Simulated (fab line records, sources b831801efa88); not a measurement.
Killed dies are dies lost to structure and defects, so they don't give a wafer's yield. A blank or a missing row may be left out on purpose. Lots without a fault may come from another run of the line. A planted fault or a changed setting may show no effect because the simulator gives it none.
fab line records | flow sky130
record lots=7 wafers=21 last_day=50
route steps=708 shown VT_ADJUST_NCORE@123 VT_ADJUST_HVTR@131 PAD_OPEN@708
lots that met no fault: from a run of the same line without faults
start_h: hours from the record's first day to the start of the lot's first wafer shown | wait_h: hours since the lot's step before | " the same as in the row above | L1.1+2: a row that stands for several wafers | - no value, or no start given | * or withheld: withheld | < > ~ a bound
route shown NAME@n: a module of which the file shows steps, and the number in the route of the first | usual: mean/standard deviation of fault-free wafers | same: alike in all rows | chamber/n: place in a boat | sites: the reading at each site | _std_site: their standard deviation | _edge_site: outer sites' mean less inner sites' | radius_mm: how far each site lies from the wafer's centre | mask NAME#n: copy n | behind: the tool/chamber that last shaped the wafer | hold: why the lot was held/for how many hours/how that ended | device: the transistor (n, p or np) that didn't switch | end of line: the same wafers' tests at the end of the route | a step without rows: its recipe alone | killed: dies lost to structure and defects at the first sort, not the wafer's yield | map: a wafer's dies, x killed, . not, _ none there
set.NAME: the setting as run; set.NAME@STEP: as run at that earlier step | model.NAME: the simulator's own value behind a step, which no gauge read
lots at some steps of the route; a table a step, a row a wafer
services: from which hour (start_h, from the record's first day; less than 0 if before it) a tool's chamber was out of use, for how many hours, and why
## steps
# step SKY_VT_ADJUST_NCORE_EXPOSE_04
# recipe mask_id=LVTN_COMPLEMENT_THIN na=0.6 source_shape=conventional sigma_outer=0.6 polarization=unpolarized target_cd_nm=380 dose_mj=139
# step SKY_VT_ADJUST_NCORE_PEB_05
# recipe temp_c=withheld time_s=* resist=NOVOLAK
# step SKY_VT_ADJUST_NCORE_DEVELOP_06
# recipe resist=NOVOLAK developer=TMAH develop_time_s=60 dev_temp_c=23
# step SKY_VT_ADJUST_NCORE_CD_MEAS_07
# recipe target_cd_nm=380
# usual cd_nm=379.5/2.7
# columns lot.wafer tool chamber start_h wait_h cd_nm
L831.1 cd_sem-02 - 189.86 0.1 385.6
L831.3 " - " " 385.5
L831.5 " - " " 385.0
L832.1 cd_sem-02 - 192.78 0.1 380.2
L832.5 " - " " 382.2
L832.6 " - " " 381.0
L841.1 cd_sem-02 - 257.16 0.1 383.8
L841.4 " - " " 383.0
L841.6 " - " " 384.8
L842.2 cd_sem-01 - 269.05 0.1 380.3
L842.3 " - " " 378.6
L842.5 " - " " 378.0
L844.2 cd_sem-02 - 284.21 0.1 374.9
L844.4 " - " " 376.0
L844.5 " - " " 376.8
L847.1 cd_sem-01 - 304.21 0.1 379.0
L847.3 " - " " 379.0
L847.5 " - " " 377.5
L849.1 cd_sem-02 - 355.46 0.1 375.3
L849.5 " - " " 376.3
L849.6 " - " " 379.6
# step SKY_VT_ADJUST_NCORE_OVL_MEAS_08
# usual VT_ADJUST_NCORE_OVL=0.6/1.4
# columns lot.wafer tool chamber start_h wait_h VT_ADJUST_NCORE_OVL[nm]
L831.1 overlay-01 - 189.98 0.1 2.4
L831.3 " - " " 3.3
L831.5 " - " " 2.4
L832.1 overlay-02 - 192.90 0.1 -1.5
L832.5 " - " " -0.2
L832.6 " - " " -1.4
L841.1 overlay-02 - 257.28 0.1 -1.7
L841.4 " - " " -2.3
L841.6 " - " " -0.7
L842.2 overlay-01 - 269.15 0.1 0.3
L842.3 " - " " 0.5
L842.5 " - " " 2.2
L844.2 overlay-01 - 284.31 0.1 0.6
L844.4 " - " " -1.0
L844.5 " - " " 0.9
L847.1 overlay-02 - 304.33 0.1 0.1
L847.3 " - " " 0.1
L847.5 " - " " 1.4
L849.1 overlay-02 - 355.58 0.1 1.6
L849.5 " - " " 0.5
L849.6 " - " " 1.2
# step SKY_VT_ADJUST_NCORE_IMPLANT_09
# recipe species=B energy_kev=10 dose_cm2=2.4e+12 tilt_deg=withheld
# step SKY_VT_ADJUST_NCORE_STRIP_10
# recipe chemistry=O2/N2 power_w=1400 pressure_mtorr=1500 platen_temp_c=withheld o2_flow_sccm=3000 n2_flow_sccm=300 overash_fraction=0.5
# usual drypump_motor_current_A=5.8/0.41 oes_product_au=0.716/0.0043 strip_time_to_endpoint_s=14.16/0.038
# columns lot.wafer tool chamber start_h wait_h drypump_motor_current_A oes_product_au rf_hours_counter_h strip_time_to_endpoint_s
L831.1 plasma_asher-04 1 190.17 0.1 5.8 0.711 48 14.12
L831.3 " 0 " " 6.0 0.716 - 14.13
L831.5 " 0 " " 6.0 0.714 - 14.15
L832.1 plasma_asher-02 1 193.08 0.1 5.7 0.719 40 14.15
L832.5 " 0 " " 6.4 0.712 - 14.15
L832.6 " 1 " " 5.7 0.713 - 14.17
L841.1 plasma_asher-04 0 257.47 0.1 6.0 0.720 55 14.20
L841.4 " 0 " " 6.0 0.714 - 14.20
L841.6 " 0 " " 6.0 0.716 - 14.24
L842.2 plasma_asher-04 0 269.33 0.1 6.0 0.719 55 14.12
L842.3 " 1 " " 5.8 0.711 - 14.16
L842.5 " 1 " " 5.8 0.718 - 14.17
L844.2 plasma_asher-03 1 284.49 0.1 5.7 0.713 60 14.17
L844.4 " 0 " " 5.0 0.724 - 14.20
L844.5 " 1 " " 5.7 0.709 - 14.22
L847.1 plasma_asher-02 0 304.52 0.1 6.4 0.714 51 14.18
L847.3 " 0 " " 6.4 0.707 - 14.17
L847.5 " 1 " " 5.7 0.712 - 14.15
L849.1 plasma_asher-02 0 355.77 0.1 6.3 0.717 56 14.15
L849.5 " 1 " " 5.7 0.709 - 14.20
L849.6 " 0 " " 6.4 0.716 - 14.18
# step SKY_VT_ADJUST_NCORE_TW_MEAS_11
# usual VT_ADJUST_NCORE_TW=219.1/1.6
# columns lot.wafer tool chamber start_h wait_h VT_ADJUST_NCORE_TW
L831.1 film_metro-04 - 190.27 0.1 220.6
L831.3 " - " " 221.6
L831.5 " - " " 221.2
L832.1 film_metro-04 - 193.18 0.1 222.9
L832.5 " - " " 222.1
L832.6 " - " " 221.7
L841.1 film_metro-02 - 257.57 0.1 218.9
L841.4 " - " " 219.1
L841.6 " - " " 220.1
L842.2 film_metro-03 - 269.44 0.1 217.8
L842.3 " - " " 218.2
L842.5 " - " " 217.3
L844.2 film_metro-03 - 284.60 0.1 217.8
L844.4 " - " " 217.7
L844.5 " - " " 217.2
L847.1 film_metro-04 - 304.62 0.1 220.5
L847.3 " - " " 220.6
L847.5 " - " " 219.8
L849.1 film_metro-03 - 355.87 0.1 218.8
L849.5 " - " " 217.8
L849.6 " - " " 219.4
# step SKY_VT_ADJUST_HVTR_DEHYDRATE_00
# recipe temp_c=200 time_s=60
# step SKY_VT_ADJUST_HVTR_HMDS_01
# recipe prime_time_s=60 prime_temp_c=120
# step SKY_VT_ADJUST_HVTR_COAT_02
# recipe resist=NOVOLAK spin_rpm=3000 resist_thk_nm=1140
# step SKY_VT_ADJUST_HVTR_SOFTBAKE_03
# recipe temp_c=90 time_s=60 resist=NOVOLAK
# step SKY_VT_ADJUST_HVTR_EXPOSE_04
# recipe mask_id=HVTRM target_cd_nm=380 na=0.6 source_shape=conventional sigma_outer=0.6 dose_mj=150
# usual exposure_dose_mJ_cm2=149.91/0.15 focus_offset_nm=0.0/0.54
# columns lot.wafer tool chamber start_h wait_h mask exposure_dose_mJ_cm2 focus_offset_nm
L831.1 iline_stepper-01 0 201.04 - HVTRM#0 149.95 -0.3
L831.3 " 0 " " HVTRM#0 149.90 0.3
L831.5 " 0 " " HVTRM#0 150.07 0.2
L832.1 iline_stepper-02 0 204.66 - HVTRM#0 149.86 -0.5
L832.5 " 0 " " HVTRM#0 149.93 0.5
L832.6 " 0 " " HVTRM#0 149.87 -0.2
L841.1 iline_stepper-01 0 269.49 - HVTRM#0 154.85 -0.5
L841.4 " 0 " " HVTRM#0 154.91 -0.5
L841.6 " 0 " " HVTRM#0 154.57 0.1
L842.2 iline_stepper-01 0 281.21 - HVTRM#0 154.51 -1.1
L842.3 " 0 " " HVTRM#0 154.60 0.1
L842.5 " 0 " " HVTRM#0 154.65 -1.2
L844.2 iline_stepper-01 0 297.27 - HVTRM#0 153.08 -0.2
L844.4 " 0 " " HVTRM#0 152.96 -0.1
L844.5 " 0 " " HVTRM#0 152.89 0.3
L847.1 iline_stepper-02 0 317.68 - HVTRM#0 149.65 -0.3
L847.3 " 0 " " HVTRM#0 149.80 0.5
L847.5 " 0 " " HVTRM#0 149.68 -0.7
L849.1 iline_stepper-02 0 368.96 - HVTRM#0 149.90 0.0
L849.5 " 0 " " HVTRM#0 149.81 -0.6
L849.6 " 0 " " HVTRM#0 149.98 0.0
# step SKY_VT_ADJUST_HVTR_PEB_05
# recipe temp_c=withheld time_s=* resist=NOVOLAK
# step SKY_VT_ADJUST_HVTR_DEVELOP_06
# recipe develop_time_s=60 dev_temp_c=23
# step SKY_VT_ADJUST_HVTR_CD_MEAS_07
# recipe target_cd_nm=380
# usual cd_nm=379.4/2.1
# columns lot.wafer tool chamber start_h wait_h cd_nm
L831.1 cd_sem-02 - 211.29 0.1 381.5
L831.3 " - " " 377.3
L831.5 " - " " 380.6
L832.1 cd_sem-02 - 214.74 0.1 378.4
L832.5 " - " " 379.5
L832.6 " - " " 375.9
L841.1 cd_sem-02 - 281.38 0.1 388.7
L841.4 " - " " 387.0
L841.6 " - " " 390.6
L842.2 cd_sem-01 - 293.83 0.1 392.3
L842.3 " - " " 391.0
L842.5 " - " " 391.9
L844.2 cd_sem-02 - 310.20 0.1 380.7
L844.4 " - " " 381.5
L844.5 " - " " 382.1
L847.1 cd_sem-02 - 330.48 0.1 375.7
L847.3 " - " " 379.1
L847.5 " - " " 380.6
L849.1 cd_sem-02 - 382.84 0.1 380.4
L849.5 " - " " 379.8
L849.6 " - " " 377.2
# step SKY_VT_ADJUST_HVTR_OVL_MEAS_08
# usual VT_ADJUST_HVTR_OVL=1.0/1.5
# columns lot.wafer tool chamber start_h wait_h VT_ADJUST_HVTR_OVL[nm]
L831.1 overlay-01 - 211.41 0.1 0.0
L831.3 " - " " 0.8
L831.5 " - " " 1.6
L832.1 overlay-02 - 214.86 0.1 2.0
L832.5 " - " " 1.2
L832.6 " - " " 1.9
L841.1 overlay-01 - 281.50 0.1 1.6
L841.4 " - " " 1.3
L841.6 " - " " 2.0
L842.2 overlay-01 - 293.94 0.1 0.4
L842.3 " - " " 1.2
L842.5 " - " " 2.3
L844.2 overlay-02 - 310.30 0.1 2.5
L844.4 " - " " 2.0
L844.5 " - " " 4.0
L847.1 overlay-02 - 330.60 0.1 -0.3
L847.3 " - " " -0.3
L847.5 " - " " 0.9
L849.1 overlay-02 - 382.96 0.1 -1.0
L849.5 " - " " 0.5
L849.6 " - " " -1.5
# step SKY_PAD_OPEN_PROBE_99
# usual killed_at_M0_to_M3=43/7.3 killed_at_M4_up=3.0/2 killed_at_contacts=24/5.2 killed_at_front_end=15/4.4 killed_at_other=0.2/0.48 killed_dies=86/9.1 killed_open=47/7.3 killed_short=38/6.4
# same gross_dies=492 killed_at_back_side=0
# columns lot.wafer tool chamber start_h wait_h killed_at_M0_to_M3 killed_at_M4_up killed_at_contacts killed_at_front_end killed_at_other killed_dies killed_open killed_short
L831.1 prober-02 - 1076.61 0.1 39 3 31 12 0 85 43 41
L831.3 prober-02 - 1076.71 0.2 57 4 22 14 1 98 47 48
L831.5 prober-02 - 1076.81 0.2 55 1 32 15 1 104 65 36
L841.1 prober-01 - 1139.27 0.1 37 1 31 15 1 85 50 35
L841.4 prober-01 - 1139.42 0.2 40 8 21 12 0 81 48 33
L841.6 prober-01 - 1139.52 0.2 51 1 28 18 1 99 59 39
L842.2 prober-01 - 1149.57 0.1 45 1 21 16 0 83 49 34
L842.3 prober-01 - 1149.62 0.2 47 3 25 12 1 88 56 32
L842.5 prober-01 - 1149.72 0.2 50 1 18 19 0 88 48 40
L844.2 prober-01 - 1157.29 0.1 34 5 19 19 0 77 41 36
L844.4 prober-01 - 1157.39 0.2 42 2 30 9 0 83 41 42
L844.5 prober-01 - 1157.44 0.2 27 1 32 17 1 78 43 35
L847.1 prober-02 - 1171.46 0.1 49 2 19 11 0 81 45 35
L847.3 prober-02 - 1171.56 0.2 39 3 26 15 0 83 48 35
L847.5 prober-02 - 1171.66 0.2 56 2 23 8 0 89 48 41
# killed by level:class
L831.1 LI_CONTACT:geometric_particle:open=10 VIA3:geometric_particle:open=7 LI_CONTACT:geometric_particle:short=6 CONTACT:geometric_particle:short=5 CONTACT:geometric_particle:open=5 METAL1:geometric_particle:short=5 VIA1:geometric_particle:open=5 METAL2:geometric_particle:short=5
L831.3 METAL2:geometric_particle:short=14 VIA1:geometric_particle:open=13 CONTACT:geometric_particle:open=9 LI_CONTACT:geometric_particle:open=8 VIA1:geometric_particle:short=7 FIELD_ISO:geometric_particle:open=5 VIA2:geometric_particle:open=5 METAL4:geometric_particle:short=4
L831.5 VIA1:geometric_particle:open=17 CONTACT:geometric_particle:open=15 VIA3:geometric_particle:open=7 VIA2:geometric_particle:open=7 LI_CONTACT:geometric_particle:open=6 FIELD_ISO:geometric_particle:open=5 LOCAL_INTERCONNECT:geometric_particle:short=5 POLY_GATE:geometric_particle:short=4
L841.1 CONTACT:geometric_particle:open=11 VIA1:geometric_particle:open=9 LOCAL_INTERCONNECT:geometric_particle:short=7 METAL1:geometric_particle:short=6 FIELD_ISO:geometric_particle:open=5 LI_CONTACT:geometric_particle:open=5 CONTACT:geometric_particle:short=5 VIA2:geometric_particle:open=5
L841.4 VIA1:geometric_particle:open=13 LI_CONTACT:geometric_particle:open=10 VIA2:geometric_particle:open=7 METAL4:geometric_particle:short=7 METAL2:geometric_particle:short=7 VIA3:geometric_particle:open=6 CONTACT:geometric_particle:open=5 FIELD_ISO:geometric_particle:open=3
L841.6 VIA1:geometric_particle:open=16 CONTACT:geometric_particle:open=10 VIA3:geometric_particle:open=10 LI_CONTACT:geometric_particle:open=7 LOCAL_INTERCONNECT:geometric_particle:short=6 FIELD_ISO:geometric_particle:open=5 VIA1:geometric_particle:short=5 VIA2:geometric_particle:open=5
L842.2 VIA1:geometric_particle:open=14 CONTACT:geometric_particle:open=8 VIA3:geometric_particle:open=6 VIA2:geometric_particle:open=6 CONTACT:geometric_particle:short=5 FIELD_ISO:geometric_particle:short=4 FIELD_ISO:geometric_particle:open=4 METAL1:geometric_particle:short=4
L842.3 VIA1:geometric_particle:open=15 CONTACT:geometric_particle:open=10 VIA3:geometric_particle:open=9 VIA2:geometric_particle:open=5 LI_CONTACT:geometric_particle:open=5 VIA1:geometric_particle:short=5 CONTACT:geometric_particle:short=5 METAL1:geometric_particle:short=4
L842.5 VIA1:geometric_particle:open=11 CONTACT:geometric_particle:open=9 VIA2:geometric_particle:open=8 VIA3:geometric_particle:open=7 VIA2:geometric_particle:short=6 FIELD_ISO:geometric_particle:open=5 METAL3:geometric_particle:short=5 POLY_GATE:geometric_particle:short=4
L844.2 VIA1:geometric_particle:open=14 FIELD_ISO:geometric_particle:short=7 CONTACT:geometric_particle:short=6 CONTACT:geometric_particle:open=5 POLY_GATE:geometric_particle:short=5 LI_CONTACT:geometric_particle:open=5 FIELD_ISO:geometric_particle:open=4 VIA3:geometric_particle:short=4
L844.4 CONTACT:geometric_particle:open=9 LOCAL_INTERCONNECT:geometric_particle:short=9 VIA1:geometric_particle:open=8 METAL1:geometric_particle:short=7 VIA2:geometric_particle:open=6 VIA3:geometric_particle:open=6 VIA1:geometric_particle:short=5 VIA3:geometric_particle:short=5
L844.5 CONTACT:geometric_particle:open=10 VIA1:geometric_particle:open=8 CONTACT:geometric_particle:short=7 LI_CONTACT:geometric_particle:open=6 LOCAL_INTERCONNECT:geometric_particle:short=6 POLY_GATE:geometric_particle:open=5 VIA2:geometric_particle:open=5 FIELD_ISO:geometric_particle:open=4
L847.1 VIA1:geometric_particle:open=10 VIA2:geometric_particle:open=10 CONTACT:geometric_particle:open=9 VIA3:geometric_particle:open=6 CONTACT:geometric_particle:short=5 VIA1:geometric_particle:short=5 METAL2:geometric_particle:short=5 FIELD_ISO:geometric_particle:short=4
L847.3 CONTACT:geometric_particle:open=11 VIA1:geometric_particle:open=8 FIELD_ISO:geometric_particle:open=7 LI_CONTACT:geometric_particle:open=7 METAL3:geometric_particle:short=6 METAL1:geometric_particle:short=5 METAL2:geometric_particle:short=5 LOCAL_INTERCONNECT:geometric_particle:short=4
L847.5 VIA1:geometric_particle:open=10 VIA2:geometric_particle:open=9 METAL3:geometric_particle:short=8 LI_CONTACT:geometric_particle:open=8 CONTACT:geometric_particle:open=8 METAL2:geometric_particle:short=7 VIA2:geometric_particle:short=7 VIA3:geometric_particle:open=6
## services
# columns tool chamber start_h hours kind
plasma_asher-04 - 166.19 9.6 repair
iline_stepper-02 - 170.48 2.1 pm
iline_stepper-02 - 172.56 - consumable_replace:lamp
iline_stepper-02 - 181.06 1.7 pm
iline_stepper-01 - 182.97 3.5 repair
iline_stepper-01 - 201.21 2.1 pm
iline_stepper-01 - 203.29 - consumable_replace:lamp
iline_stepper-01 - 204.40 0.5 repair
iline_stepper-01 - 217.33 4.4 pm
iline_stepper-01 - 239.53 1.7 pm
plasma_asher-04 - 257.61 9.2 repair
iline_stepper-01 0 263.42 - calibration
iline_stepper-02 0 313.10 - calibration
iline_stepper-02 - 322.01 4.4 pm
## key
first_sign step=SKY_VT_ADJUST_HVTR_EXPOSE_04 reading=exposure_dose_mJ_cm2 direction=up sigmas=28 usual=* struck=*
effect step=SKY_VT_ADJUST_HVTR_CD_MEAS_07 reading=cd_nm direction=up sigmas=3.8 usual=379.4 struck=387.3 through=control_loop
met_at SKY_VT_ADJUST_HVTR_EXPOSE_04
struck_wafers L841.1,L841.4,L841.6,L842.2,L842.3,L842.5,L844.2,L844.4,L844.5
tester_left_out L841,L842,L844
loop_trim step=SKY_VT_ADJUST_HVTR_EXPOSE_04 setting=dose lots=L844
onset_between 201.04 269.49
fault kind=process_parameter_drift tool=iline_stepper-01 chamber=- onset_h=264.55 steps=SKY_VT_ADJUST_HVTR_EXPOSE_04 channel=dose_mj offset=4.6946 shape=step acts_in=these_recipes_only stated=150
# tester_left_out: of these lots the tester's yield and bins aren't shown, on N5 and GAA mostly nor the transistor test; their killed dies are dies lost to structure and defects alone, not to doping, threshold or leakage, so they don't give the yield
# loop_trim: a control loop set the setting to another value than it would have without faults
